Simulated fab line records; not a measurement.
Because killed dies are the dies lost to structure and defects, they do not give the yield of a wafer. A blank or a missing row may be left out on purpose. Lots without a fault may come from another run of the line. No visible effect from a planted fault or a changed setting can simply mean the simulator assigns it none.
The same fault as seen by 2 desks	flow gf180mcu	each desk holds nothing but its own numbers, with what lay behind them at the end

FOR THE TOOL OWNER'S DESK: pecvd-03
The tool's own readings at GF_V2_CVD_02 (deposits SiO2 from TEOS, target thk 850 nm, time 94.851 s): means of the sampled wafers that have a number, for each lot that ran on this tool. A lot is out of limits, marked OUT, if its mean lies more than 4 standard deviations from the usual mean; the brackets give that distance.
Columns: A = heater-power-w at GF_V2_CVD_02, usual 698 W
lot	first seen here	A
L172	day 19 16:11	683
L182	day 23 07:31	604
L183	day 23 16:26	698
L190	day 26 04:39	673
L192	day 26 09:25	700
Result from this desk: across the 5 lots, nothing is out of limits.

METROLOGY DESK
What the gauges read for every lot (on any tool): the sampled wafers with a number, averaged. A lot is out of limits, marked OUT, if its mean lies more than 4 standard deviations from the usual mean; the brackets give that distance.
Columns: A = HV_LDD_01_OVL at GF_HV_LDD_OVL_MEAS_20, usual -0.3 nm; B = HV_LDD_03_OVL at GF_HV_LDD_OVL_MEAS_47, usual 0.1 nm; C = PSD_RS at GF_PSD_RS_MEAS_15, usual 108.55 ohm/sq; D = V2_CVD_02_THK at GF_V2_THK_MEAS_03, usual 841 nm
lot	first seen here	A	B	C	D
L171	day 10 19:18	-0.9	-1.6	108.57	831
L172	day 11 04:19	1.9	-1.1	108.79	849
L174	day 11 19:41	-0.2	-0.2	108.54	841
L176	day 12 09:03	-0.4	-0.3	108.62	837
L178	day 12 20:23	-1.1	-1.7	108.49	835
L180	day 13 13:23	0.5	0.4	108.84	848
L181	day 13 23:08	-1.4	1.0	108.17	848
L182	day 14 02:19	-1.5	0.3	108.61	829
L183	day 14 12:56	-0.6	2.2	108.97	835
L187	day 15 19:50	-2.2	-0.1	108.44	839
L188	day 16 01:19	0.6	1.8	108.25	836
L190	day 16 18:38	3.2	0.5	108.43	594 (-25) OUT
L192	day 17 06:22	0.3	-1.5	108.82	602 (-24) OUT
L194	day 18 06:52	-0.9	1.1	108.28	848
This desk finds L190, L192 out of limits, with the earliest case on L190 at day 26 04:44 (V2_CVD_02_THK at GF_V2_THK_MEAS_03). Within limits: L171, L172, L174, L176, L178, L180, L181, L182, L183, L187, L188, L194.

PUT TOGETHER
The metrology desk could have raised an alarm at day 26 04:44, on L190, L192.
Nothing out of limits was seen by the tool owner's desk.
On record at the tool owner's desk: L190, L192, within its limits.
The lots listed all ran GF_V2_CVD_02 on pecvd-03.

WHAT THE SIMULATOR HAD INSERTED
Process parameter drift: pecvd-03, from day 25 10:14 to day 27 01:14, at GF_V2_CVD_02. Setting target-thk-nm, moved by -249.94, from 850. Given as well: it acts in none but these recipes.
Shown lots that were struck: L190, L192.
Time in hours between the start of the fault and the first out-of-limits reading at each desk: metrology desk, 18.
